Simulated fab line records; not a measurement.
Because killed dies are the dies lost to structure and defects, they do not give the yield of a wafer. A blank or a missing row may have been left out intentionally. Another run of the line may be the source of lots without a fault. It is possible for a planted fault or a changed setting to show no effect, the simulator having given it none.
Which tool was responsible? :: flow gf180mcu :: 12 lots, 36 wafers sampled, at 4 steps of a route of 602

## WHAT EACH GAUGE READ, for each wafer
GF_V4_THK_MEAS_01.
lot: L075
measured: day 23 19:29
on: film-metro-01
V4_CVD_00_THK (nm): 604 619 614

lot: L077
measured: day 24 13:07
on: film-metro-04
V4_CVD_00_THK (nm): 597 609 593

lot: L079
measured: day 25 12:49
on: film-metro-04
V4_CVD_00_THK (nm): 601 596 619

lot: L081
measured: day 26 02:55
on: film-metro-04
V4_CVD_00_THK (nm): 617 616 611

lot: L083
measured: day 26 18:49
on: film-metro-04
V4_CVD_00_THK (nm): 610 611 608

lot: L085
measured: day 27 03:10
on: film-metro-01
V4_CVD_00_THK (nm): 605 593 613

lot: L087
measured: day 27 22:41
on: film-metro-04
V4_CVD_00_THK (nm): 593 596 596

lot: L089
measured: day 28 10:22
on: film-metro-04
V4_CVD_00_THK (nm): 612 614 602

lot: L091
measured: day 28 22:42
on: film-metro-04
V4_CVD_00_THK (nm): 602 609 596

lot: L093
measured: day 29 12:32
on: film-metro-04
V4_CVD_00_THK (nm): 603 614 606

lot: L095
measured: day 30 01:43
on: film-metro-01
V4_CVD_00_THK (nm): 603 602 607

lot: L097
measured: day 30 14:50
on: film-metro-03
V4_CVD_00_THK (nm): 597 596 592

## WHICH TOOL RAN EACH LOT (tool, then ch and the chambers of the sampled wafers, then the start)
lot: L075
GF_V1_CVD_23: cvd-w-02 ch 0,1, day 18 12:20
GF_M2_SPUTTER_00: pvd-sputter-03, day 18 13:29
GF_V2_STRIP_18: plasma-asher-02 ch 1, day 20 15:49

lot: L077
GF_V1_CVD_23: cvd-w-01 ch 0,1, day 19 06:38
GF_M2_SPUTTER_00: pvd-sputter-04, day 19 07:14
GF_V2_STRIP_18: plasma-asher-03 ch 0,1, day 21 10:37

lot: L079
GF_V1_CVD_23: cvd-w-02 ch 0,1, day 20 10:14
GF_M2_SPUTTER_00: pvd-sputter-03, day 20 10:49
GF_V2_STRIP_18: plasma-asher-03 ch 0,1, day 22 12:32

lot: L081
GF_V1_CVD_23: cvd-w-02 ch 0,1, day 21 02:01
GF_M2_SPUTTER_00: pvd-sputter-03, day 21 02:34
GF_V2_STRIP_18: plasma-asher-02 ch 0,1, day 23 03:37

lot: L083
GF_V1_CVD_23: cvd-w-02 ch 0,1, day 21 18:55
GF_M2_SPUTTER_00: pvd-sputter-03, day 21 19:29
GF_V2_STRIP_18: plasma-asher-03 ch 0,1, day 23 20:04

lot: L085
GF_V1_CVD_23: cvd-w-02 ch 0,1, day 22 06:14
GF_M2_SPUTTER_00: pvd-sputter-03, day 22 06:50
GF_V2_STRIP_18: plasma-asher-02 ch 0,1, day 24 06:35

lot: L087
GF_V1_CVD_23: cvd-w-01 ch 0,1, day 23 03:44
GF_M2_SPUTTER_00: pvd-sputter-03, day 23 04:20
GF_V2_STRIP_18: plasma-asher-02 ch 1, day 25 02:58

lot: L089
GF_V1_CVD_23: cvd-w-01 ch 0,1, day 23 17:23
GF_M2_SPUTTER_00: pvd-sputter-01, day 23 17:56
GF_V2_STRIP_18: plasma-asher-01 ch 0,1, day 25 16:37

lot: L091
GF_V1_CVD_23: cvd-w-02 ch 1, day 24 07:47
GF_M2_SPUTTER_00: pvd-sputter-04, day 24 08:22
GF_V2_STRIP_18: plasma-asher-03 ch 0,1, day 26 05:44

lot: L093
GF_V1_CVD_23: cvd-w-01 ch 0,1, day 24 23:57
GF_M2_SPUTTER_00: pvd-sputter-01, day 25 00:32
GF_V2_STRIP_18: plasma-asher-03 ch 0,1, day 26 21:13

lot: L095
GF_V1_CVD_23: cvd-w-01 ch 0,1, day 25 13:57
GF_M2_SPUTTER_00: pvd-sputter-01, day 25 14:32
GF_V2_STRIP_18: plasma-asher-03 ch 0,1, day 27 10:46

lot: L097
GF_V1_CVD_23: cvd-w-01 ch 0,1, day 26 05:26
GF_M2_SPUTTER_00: pvd-sputter-03, day 26 05:59
GF_V2_STRIP_18: plasma-asher-03 ch 0,1, day 28 00:31
- GF_V1_CVD_23: deposits W, target thk 350 nm, time 105.05 s.
- GF_M2_SPUTTER_00: material Ti, target thk 37.5 nm, time 150 s.
- GF_V2_STRIP_18: strips in O2/N2.

## THE ANSWER, worked out from the rows above alone
Rule: the usual values come from the lots themselves. The widest of any qualifying gaps counts: lots, ordered by their means at a reading, are off when they make up no more than a third of the lots, leave a main group of 4 or more, and stand apart from it by 3 or more times the standard deviation of that group's means. A main group is skipped when, at the precision printed for the reading in the tables above, its means are all equal. A lot without any number at a reading at which 4 lots or more have one is off too. All remaining lots with rows at the step are treated as sound.
No lot is off at any reading shown: from this, nothing can be told.

## WHAT THE SIMULATOR HAD PUT IN
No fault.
